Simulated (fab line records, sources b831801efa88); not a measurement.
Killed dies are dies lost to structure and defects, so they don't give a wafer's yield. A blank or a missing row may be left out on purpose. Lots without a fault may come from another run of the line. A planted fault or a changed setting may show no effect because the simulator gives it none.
Problem report in the 8D (eight disciplines) form, filled by code | flow sky130 | the parts of the form that need people (team, actions taken, sign-off) are left out

1. THE PROBLEM
VT_ADJUST_LVTN_OVL at SKY_VT_ADJUST_LVTN_OVL_MEAS_07 reads a mean of 197.6 nm on 9 wafers of 3 lots; wafers without a fault read -1.0 nm with a standard deviation of 1.4. That is +99 or more standard deviations from the usual mean.
First seen on wafer L883.1, day 10 16:38, on overlay-01. The record holds 21 wafers of 7 lots with a number at this step. Rule for "out", or "out of limits": more than 4 standard deviations from the usual mean. The other wafers with a number count as sound.

2. WHAT IT IS AND WHAT IT IS NOT
question                    | is                     | is not
which readings at this step | VT_ADJUST_LVTN_OVL     | -
which lots                  | L883, L885, L886       | L871, L878, L888, L889
which wafers of those lots  | all that have a number | -
read on which gauges        | overlay-01, overlay-02 | -
when                        | from day 10 16:38      | up to then (6 sound wafers); but 6 sound wafers of L888, L889 came after

3. SUSPECTS, AND WHAT RULES EACH OUT
Counting: a tool at a process step up to the reading stays a suspect if it ran every lot that is out and no sound lot after the first of them.
- the gauge at SKY_VT_ADJUST_LVTN_OVL_MEAS_07: ruled out. The wafers that are out were read on 2 gauges (overlay-01, overlay-02).
- iline_stepper-02 at SKY_VT_ADJUST_LVTN_EXPOSE_04 (exposes mask NWM COMPLEMENT LESS NATIVE, target cd 840 nm): kept. It ran every lot that is out, first L883 (day 10 05:26), and no sound lot after that; its last sound lot up to then is L871 (day 7 03:09).
Left after counting: iline_stepper-02 at SKY_VT_ADJUST_LVTN_EXPOSE_04.

4. THE CAUSE (what the simulator had put in)
Scanner matching overlay: iline_stepper-02, from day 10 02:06 on, at SKY_VT_ADJUST_LVTN_EXPOSE_04. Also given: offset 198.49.
Counting left only this tool.

5. THE CHAIN OF EFFECTS, in route order
Each row: a reading whose mean over the struck wafers that have a number lies more than 3 standard deviations from the usual. Only readings for which the record gives a usual standard deviation are gone through. hours: the time from each lot's start at the first step in this table that gives one to its start at this step, as a median over the lots. sigmas: the change in usual standard deviations.
hours | step                           | reading             | usual   | on struck wafers | change | sigmas
0     | SKY_VT_ADJUST_LVTN_OVL_MEAS_07 | VT_ADJUST_LVTN_OVL  | -1.0 nm | 197.6            | +198.6 | +99 or more
919   | SKY_PAD_OPEN_PROBE_99          | killed_at_front_end | 15      | 30               | +15    | +3.5
The process steps in it:
- SKY_PAD_OPEN_PROBE_99

6. WHAT WOULD HAVE CAUGHT IT SOONER
In this record the first reading out of limits at a measuring or inspecting step was taken at day 10 16:38, 15 hours after the fault began at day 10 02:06.
Of the tool readings at SKY_VT_ADJUST_LVTN_EXPOSE_04 for which the record gives a usual standard deviation, none was out on any struck wafer, so an alarm limit of 4 standard deviations on them would not have fired.
Of the lots that are out (3), L886 began SKY_VT_ADJUST_LVTN_EXPOSE_04 on iline_stepper-02 after day 10 16:38. A hold on the tool at that time would have spared it.
